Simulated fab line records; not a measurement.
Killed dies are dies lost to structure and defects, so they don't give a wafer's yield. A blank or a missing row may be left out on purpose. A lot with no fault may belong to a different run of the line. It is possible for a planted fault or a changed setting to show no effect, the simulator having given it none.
Matching of chambers + flow gf180mcu + GF_V5_ETCH_16 on rieDiel-03 has 4 sister chambers
The step etches BARC in N2/H2. 7 wafers are shown with their chamber, then 11 later ones without.

WAFERS, EACH WITH ITS CHAMBER
| wafer  | chamber | drypumpMotorCurrentA (A) | oesProductAu (a.u.) |
|--------|---------|--------------------------|---------------------|
| L088.1 | 2       | 6.6                      | 0.851               |
| L088.4 | 1       | 5.3                      | 0.849               |
| L088.6 | 3       | 6.0                      | 0.856               |
| L089.1 | 2       | 6.6                      | 0.847               |
| L089.2 | 0       | 6.3                      | 0.859               |
| L089.3 | 1       | 5.3                      | 0.856               |
| L089.4 | 3       | 6.1                      | 0.867               |

WAFERS WHOSE CHAMBER IS MISSING
| wafer  | drypumpMotorCurrentA (A) | oesProductAu (a.u.) |
|--------|--------------------------|---------------------|
| L089.5 | 6.3                      | 0.844               |
| L089.6 | 5.4                      | 0.858               |
| L090.1 | 6.6                      | 0.850               |
| L090.2 | 5.3                      | 0.856               |
| L090.3 | 6.3                      | 0.857               |
| L090.4 | 6.1                      | 0.848               |
| L090.5 | 5.3                      | 0.855               |
| L090.6 | 6.6                      | 0.850               |
| L091.2 | 6.6                      | 0.861               |
| L091.3 | 6.1                      | 0.852               |
| L091.4 | 5.3                      | 0.854               |

EACH ONE'S CHAMBER
| wafer  | from the rows above | in truth |
|--------|---------------------|----------|
| L089.5 | 0                   | 0        |
| L089.6 | 1                   | 1        |
| L090.1 | 2                   | 2        |
| L090.2 | 1                   | 1        |
| L090.3 | 0                   | 0        |
| L090.4 | 3                   | 3        |
| L090.5 | 1                   | 1        |
| L090.6 | 2                   | 2        |
| L091.2 | 2                   | 2        |
| L091.3 | 3                   | 3        |
| L091.4 | 1                   | 1        |
Placed correctly: 11 of 11. Left unplaced by these rows: 0. Placed wrongly: 0.
How it was worked out, from the rows above alone: a wafer's distance from a chamber is the root of the sum, over the readings, of the square of ((its reading less the chamber's mean) divided by the reading's scatter). If the next closest chamber is less than 2 further off than the closest, the wafer can't be placed; otherwise it belongs to the closest. For every chamber, the mean is computed from those of its wafers that are shown. The scatter: the root of (the sum of the squares of (reading less its chamber's mean) over the shown wafers, divided by (wafers less chambers)).
